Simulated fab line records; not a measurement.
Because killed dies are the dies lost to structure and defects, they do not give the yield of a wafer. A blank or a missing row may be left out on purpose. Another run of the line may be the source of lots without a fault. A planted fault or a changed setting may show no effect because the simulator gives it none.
Problem report in the 8D (eight disciplines) form, filled by code / flow sky130 / the parts of the form that need people (team, actions taken, sign-off) are left out

== 1. PROBLEM STATEMENT ==
oes-product-au at SKY_VT_ADJUST_HVTR_STRIP_10 reads a mean of 0.890 a.u. on 3 wafers of 1 lot; wafers without a fault read 0.716 a.u. with a standard deviation of 0.0044. That is +39 standard deviations from the usual mean.
The step: strips in O2/N2.
First observed at day 12 19:51: wafer L265.3, on plasma-asher-03. The record has a number at this step for 36 wafers belonging to 12 lots. By rule, "out" or "out of limits" means more than 4 standard deviations away from the usual mean. All remaining wafers that have a number are taken as sound.

== 2. WHAT IT IS, WHAT IT ISN'T ==
question=which readings at this step | is=oes-product-au | is not=drypump-motor-current-A, n2-flow-sccm
question=which lots | is=L265 | is not=L254, L255, L256, L258, L261, L263, L272, L273, L274, L276, L277
question=which wafers of those lots | is=all that have a number | is not=-
question=read on which tools | is=plasma-asher-03 | is not=plasma-asher-01, plasma-asher-02
question=when | is=from day 12 19:51 | is not=up to then (18 sound wafers); but 15 sound wafers of L272, L273, L274, L276, L277 came after

== 3. SUSPECTS, AND WHAT RULES EACH OUT ==
Counting: a tool at a process step up to the reading stays a suspect if it ran every lot that is out and no sound lot after the first of them.
- plasma-asher-03 at SKY_VT_ADJUST_HVTR_STRIP_10 (strips in O2/N2): ruled out as a lasting fault. The sound lots L272, L276 went through it after L265, its earliest lot that is out (day 12 19:51).
Left after counting: nothing in the record.

== 4. THE CAUSE (what the simulator had put in) ==
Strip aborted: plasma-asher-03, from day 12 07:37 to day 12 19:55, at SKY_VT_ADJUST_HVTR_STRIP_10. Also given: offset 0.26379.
Counting ruled it out, wrongly.

== 5. THE CHAIN OF EFFECTS, in route order ==
Rows list readings where the struck wafers' mean (over those with a number) sits beyond 3 standard deviations from the usual. Only readings for which the record gives a usual standard deviation are gone through. hours: the time from each lot's start at the first step in this table that gives one to its start at this step, as a median over the lots. sigmas: the change in usual standard deviations.
hours=0; step=SKY_VT_ADJUST_HVTR_STRIP_10; reading=oes-product-au; usual=0.716 a.u.; on struck wafers=0.890; change=+0.174; sigmas=+39
Its process steps:
- SKY_VT_ADJUST_HVTR_STRIP_10: strips in O2/N2.
Readings that are blank on the struck wafers while sound wafers have them: strip-time-to-endpoint-s at SKY_VT_ADJUST_HVTR_STRIP_10.

== 6. WHAT WOULD HAVE CAUGHT IT SOONER ==
First out-of-limits reading in this record: day 12 19:51, which is 12 hours after fault onset at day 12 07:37.
